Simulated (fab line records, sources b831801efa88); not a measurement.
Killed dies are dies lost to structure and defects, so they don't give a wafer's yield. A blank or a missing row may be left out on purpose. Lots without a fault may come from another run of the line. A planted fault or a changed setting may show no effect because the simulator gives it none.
Tool commonality check | flow gf180mcu | 13 lots, 38 wafers sampled

WHY IT WAS OPENED
At GF_VT_IMPLANT_TW_MEAS_43 the reading VT_IMPLANT_4_TW is flagged on 1 of 13 lots. Wafers without a fault read 694, standard deviation 4.9.
Rule: a lot is flagged when every wafer of it that has a number lies more than 4 standard deviations from that mean, or none has a number. The other lots count as sound.

lot  | measured     | on            | VT_IMPLANT_4_TW, wafer by wafer | flag
L367 | day 7 23:06  | film_metro-02 | 689 691 693                     |
L368 | day 8 01:11  | film_metro-03 | 688 685 690                     |
L369 | day 8 08:17  | film_metro-03 | 688 687 690                     |
L371 | day 8 21:29  | film_metro-02 | 698 693 694                     |
L372 | day 9 01:57  | film_metro-01 | 701 702 699                     |
L374 | day 9 16:53  | film_metro-01 | 701 698 698                     |
L375 | day 9 21:38  | film_metro-01 | 702 703 700                     |
L376 | day 10 08:32 | film_metro-01 | 694 698 701                     |
L378 | day 10 18:53 | film_metro-02 | 700 696 700                     |
L380 | day 11 11:38 | film_metro-03 | 674 673                         | FLAGGED
L385 | day 13 03:36 | film_metro-01 | 702 702 702                     |
L388 | day 13 22:18 | film_metro-02 | 693 695 694                     |
L389 | day 14 06:45 | film_metro-03 | 689 691 687                     |
The numbers of the flagged lots are 674 on average: -20 against the usual, or -4 standard deviations.

WHICH TOOL RAN EACH LOT
The record holds 1 process step before the reading, out of a route of 602 steps. In each cell: the tool, then ch and the chambers that the sampled wafers went through, then the start.
lot  | flag    | GF_VT_IMPLANT_IMPLANT_41
L367 |         | implanter-02 ch 0, day 7 22:53
L368 |         | implanter-04 ch 0, day 8 00:57
L369 |         | implanter-03 ch 0, day 8 08:03
L371 |         | implanter-04 ch 0, day 8 21:14
L372 |         | implanter-02 ch 0, day 9 01:44
L374 |         | implanter-02 ch 0, day 9 16:38
L375 |         | implanter-04 ch 0, day 9 21:24
L376 |         | implanter-02 ch 0, day 10 08:17
L378 |         | implanter-02 ch 0, day 10 18:38
L380 | FLAGGED | implanter-02 ch 0, day 11 11:23
L385 |         | implanter-04 ch 0, day 13 03:23
L388 |         | implanter-03 ch 0, day 13 22:03
L389 |         | implanter-03 ch 0, day 14 06:32
What these steps do:
- GF_VT_IMPLANT_IMPLANT_41
- GF_VT_IMPLANT_TW_MEAS_43

FLAGGED OVER TOTAL, TOOL BY TOOL (the gauges that took the reading come last)
step                     | tool          | lots run | flagged | share of the flagged lots | sound lots run after its first flagged lot
GF_VT_IMPLANT_IMPLANT_41 | implanter-02  | 6        | 1       | all                       | 0
GF_VT_IMPLANT_IMPLANT_41 | implanter-03  | 3        | 0       | none                      | -
GF_VT_IMPLANT_IMPLANT_41 | implanter-04  | 4        | 0       | none                      | -
GF_VT_IMPLANT_TW_MEAS_43 | film_metro-01 | 5        | 0       | none                      | -
GF_VT_IMPLANT_TW_MEAS_43 | film_metro-02 | 4        | 0       | none                      | -
GF_VT_IMPLANT_TW_MEAS_43 | film_metro-03 | 4        | 1       | all                       | 1 (L389)

WHAT THE TABLE ALLOWS
2 rows of the table ran every flagged lot: implanter-02 at GF_VT_IMPLANT_IMPLANT_41, film_metro-03 at GF_VT_IMPLANT_TW_MEAS_43.
- implanter-02 at GF_VT_IMPLANT_IMPLANT_41: 1 of its 6 lots flagged. Its last sound lot is L378 (day 10 18:38), its first flagged lot L380 (day 11 11:23): a fault that began between those two fits.
- film_metro-03 at GF_VT_IMPLANT_TW_MEAS_43: 1 of its 4 lots flagged. Sound lots ran on it after the first flagged one (L389), which a lasting fault on the whole tool wouldn't allow.
One tool is left: implanter-02 at GF_VT_IMPLANT_IMPLANT_41.

WHAT THE SIMULATOR HAD PUT IN
Process parameter drift: implanter-02, from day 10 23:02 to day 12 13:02, at GF_VT_IMPLANT_IMPLANT_41. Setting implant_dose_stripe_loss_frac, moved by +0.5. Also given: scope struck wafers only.
Lots struck among those shown: L380. The rule above found the same.
